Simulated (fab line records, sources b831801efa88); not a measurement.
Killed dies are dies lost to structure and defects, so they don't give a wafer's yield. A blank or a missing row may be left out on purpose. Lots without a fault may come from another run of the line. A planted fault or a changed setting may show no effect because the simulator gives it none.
Chamber matching | flow gf180mcu | GF_STI_ETCH_14 on rie_si-01: 4 sister chambers
The step etches Si in HBr/Cl2/O2, target depth 360 nm, time 102.9 s. 15 wafers are shown with their chamber, then 7 later ones without.

WAFERS WITH THEIR CHAMBER
wafer  | chamber | drypump_motor_current_A (A) | run_length_s (s) | oes_product_au (a.u.)
L796.1 | 3       | 5.8                         | 131.2            | 0.982
L796.3 | 1       | 6.1                         | 130.6            | 0.985
L796.5 | 1       | 6.1                         | 130.8            | 0.987
L798.2 | 1       | 6.1                         | 131.1            | 1.000
L798.3 | 3       | 5.8                         | 131.2            | 0.987
L798.5 | 1       | 6.1                         | 130.9            | 0.991
L801.3 | 2       | 5.6                         | 130.6            | 1.010
L801.5 | 1       | 6.1                         | 130.8            | 0.992
L801.6 | 2       | 5.6                         | 130.7            | 1.007
L802.4 | 0       | 6.5                         | 132.4            | 1.026
L802.5 | 2       | 5.6                         | 130.7            | 1.013
L802.6 | 3       | 5.8                         | 131.3            | 0.992
L803.1 | 1       | 6.1                         | 131.0            | 0.991
L803.2 | 0       | 6.5                         | 131.9            | 1.020
L803.3 | 3       | 5.7                         | 131.2            | 0.996

SIGNATURES (means of the wafers above)
reading                 | chamber 0 | chamber 1 | chamber 2 | chamber 3 | scatter within a chamber
drypump_motor_current_A | 6.500     | 6.100     | 5.600     | 5.775     | 0.0261
run_length_s            | 132.150   | 130.867   | 130.667   | 131.225   | 0.163
oes_product_au          | 1.02300   | 0.99100   | 1.01000   | 0.98925   | 0.00505
Rule: a wafer's distance from a chamber is the root of the sum, over the readings, of the square of ((its reading less the chamber's mean) divided by the reading's scatter). The wafer belongs to the nearest chamber; if the next one is less than 2 further off, it can't be placed. The scatter: the root of (the sum of the squares of (reading less its chamber's mean) over the shown wafers, divided by (wafers less chambers)).

WAFERS WITHOUT THEIR CHAMBER
wafer  | drypump_motor_current_A (A) | run_length_s (s) | oes_product_au (a.u.)
L806.1 | 5.6                         | 130.5            | 0.999
L806.4 | 6.5                         | 132.2            | 1.022
L806.5 | 5.8                         | 132.0            | 0.990
L809.5 | 5.8                         | 131.5            | 0.989
L809.6 | 6.5                         | 132.1            | 1.028
L812.2 | 6.1                         | 131.1            | 0.993
L812.3 | 5.8                         | 131.7            | 0.991

WHICH CHAMBER EACH WENT THROUGH
wafer  | from the rows above | in truth
L806.1 | 2                   | 2
L806.4 | 0                   | 0
L806.5 | 3                   | 3
L809.5 | 3                   | 3
L809.6 | 0                   | 0
L812.2 | 1                   | 1
L812.3 | 3                   | 3
Placed correctly: 7 of 7. Can't be placed from these rows: 0. Placed wrongly: 0.
